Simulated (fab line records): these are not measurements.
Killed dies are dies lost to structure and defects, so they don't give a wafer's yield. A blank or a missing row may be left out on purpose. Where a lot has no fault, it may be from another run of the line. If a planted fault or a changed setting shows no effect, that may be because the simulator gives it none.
A lot that was struck, set against a sound lot / flow sky130 / 17 out of 708 route steps
Sound: the wafers L179.2, L179.5, L179.6. Struck: wafers L171.5, L171.6. (L171.4 of the same lot was not struck and is left out.) The cause comes at the end.
Each step with rows lists, per side, the tool, then ch with its chambers, then its first start. Under that, the readings that differ: sound wafers / struck wafers / difference of the means / sigmas: that difference in standard deviations of wafers without a fault.
alike: readings with means less than 2 such deviations apart, plus words and numbers identical on both sides. not compared: withheld readings, readings lacking a value on some wafer, bounds such as >300 that could conceal the same value, and numbers that have no deviation in the record and whose values overlap.
Wherever a step has rows on one side only, a row that says differs or no value, or a row with sigmas, the two part there. Numbers that don't overlap but have no deviation are shown without sigmas and don't part them. Lack of a reading on every wafer of one side parts them only where that side has two or more wafers.

SKY_SONOS_ONO_THK_MEAS_03:
  sound: filmMetro-02 at day 16 02:59; struck: filmMetro-04 at day 13 17:44
reading=SONOS_ONO_CVD_02_THK (nm); sound=10.42 10.30 10.45; struck=10.64 10.76; difference=+0.31; sigmas=+3
then, 1 step without rows for these wafers: SKY_SONOS_ONO_CVD_04 (deposits SiO2 from SiH4/N2O, target thk 5.7199 nm).
SKY_SONOS_ONO_THK_MEAS_05:
  sound: filmMetro-04 at day 16 04:18; struck: filmMetro-03 at day 13 19:03
  alike: SONOS_ONO_CVD_04_THK
then, 7 steps without rows for these wafers: SKY_SONOS_ONO_DEHYDRATE_06 (time 60 s); SKY_SONOS_ONO_HMDS_07 (prime time 60 s); SKY_SONOS_ONO_COAT_08 (resist thk 1140 nm); SKY_SONOS_ONO_SOFTBAKE_09 (time 60 s); SKY_SONOS_ONO_EXPOSE_10 (exposes mask ONOM, target cd 410 nm); SKY_SONOS_ONO_PEB_11; SKY_SONOS_ONO_DEVELOP_12 (develop time 60 s).
SKY_SONOS_ONO_CD_MEAS_13 targets a cd of 410 nm.
  sound: cdSem-02 at day 17 08:20; struck: cdSem-02 at day 14 20:43
  alike: cdNm
SKY_SONOS_ONO_OVL_MEAS_14:
  sound: overlay-02 at day 17 08:26; struck: overlay-02 at day 14 20:48
reading=SONOS_ONO_OVL (nm); sound=2.3 1.6 2.7; struck=-2.3 0.3; difference=-3.2; sigmas=-2
SKY_SONOS_ONO_ETCH_15: etches the open film in CHF3/O2, target depth 19.52 nm, time 7.8 s.
  sound on rieDiel-02 ch 1,2, day 17 08:28; struck on rieDiel-03 ch 2,3, day 14 20:49
reading=model.etch.depthNm (nm); sound=19.32 19.06 19.48; struck=8.682 8.715; difference=-10.588; sigmas=
reading=model.SONOS_ONO.featureDepthNm (nm); sound=19.32 19.06 19.48; struck=8.682 8.715; difference=-10.588; sigmas=
reading=model.NOVOLAK_of_SONOS_ONO_COAT_08.thkNm (nm); sound=1118 1120 1119; struck=1134 1137; difference=+16; sigmas=
  alike: drypumpMotorCurrentA, oesProductAu, throttleValvePct
  not compared: rfHoursCounterH
then, 1 step without rows for these wafers: SKY_SONOS_ONO_WET_ETCH_16 (etches SiO2 in dHF, target depth 14 nm, time 280 s).
SKY_SONOS_ONO_STRIP_17: strips in O2/N2.
  sound on plasmaAsher-04 ch 0,1, day 17 08:34; struck on plasmaAsher-03 ch 0,1, day 14 20:58
reading=stripTimeToEndpointS (s); sound=14.02 14.04 14.06; struck=14.22 14.26; difference=+0.20; sigmas=+5
  alike: drypumpMotorCurrentA, oesProductAu
  not compared: rfHoursCounterH
then, 1 step without rows for these wafers: SKY_SONOS_ONO_WET_ETCH_18 (etches Si3N4 in H3PO4, target depth 15 nm, time 172 s).
-- here the record skips 33 days between the struck wafers' starts before and after, leaving off in module SONOS_ONO and picking up in module PAD_OPEN (first step shown: number 708 of the route) --
SKY_PAD_OPEN_PROBE_99:
  sound: prober-02 at day 49 09:27; struck: prober-02 at day 47 15:26
reading=killed_at_M0_to_M3; sound=55 52 57; struck=39 42; difference=-14; sigmas=-2
reading=model.etest.nfet_16v.rOnOhmUm; sound=1.417e+04 1.407e+04 1.409e+04; struck=1.795e+04 1.815e+04; difference=+3.940e+03; sigmas=
reading=model.etest.pfetG5v0d10v5.rOnOhmUm; sound=4859 4779 4758; struck=5623 5550; difference=+788; sigmas=
reading=model.etest.nfetG5v0d10v5.rOnOhmUm; sound=1929 1902 1895; struck=2503 2491; difference=+588; sigmas=
reading=model.etest.nfetG5v0d10v5.driveUaUm; sound=595.7 600.9 604.3; struck=389.7 387.7; difference=-211.6; sigmas=
reading=model.etest.tipSonos.rsOhmSq; sound=2664 2683 2649; struck=2893 2943; difference=+253; sigmas=
reading=model.etest.nfet_05v0_nvt.driveUaUm; sound=567.6 565.8 571; struck=418.6 417.2; difference=-150.2; sigmas=
reading=model.etest.nfet_16v.driveUaUm; sound=218.5 219.8 222.2; struck=130.8 128.7; difference=-90.4; sigmas=
  alike: killed_at_M4_up, killedAtContacts, killedAtFrontEnd, killedAtOther, killedDies, killedOpen, killedShort
  not compared: model.etest.pfet_16v.rOnOhmUm

WHERE THEY PART
First at SKY_SONOS_ONO_THK_MEAS_03; last, within this record, at SKY_PAD_OPEN_PROBE_99.

WHY: whatever the simulator had introduced
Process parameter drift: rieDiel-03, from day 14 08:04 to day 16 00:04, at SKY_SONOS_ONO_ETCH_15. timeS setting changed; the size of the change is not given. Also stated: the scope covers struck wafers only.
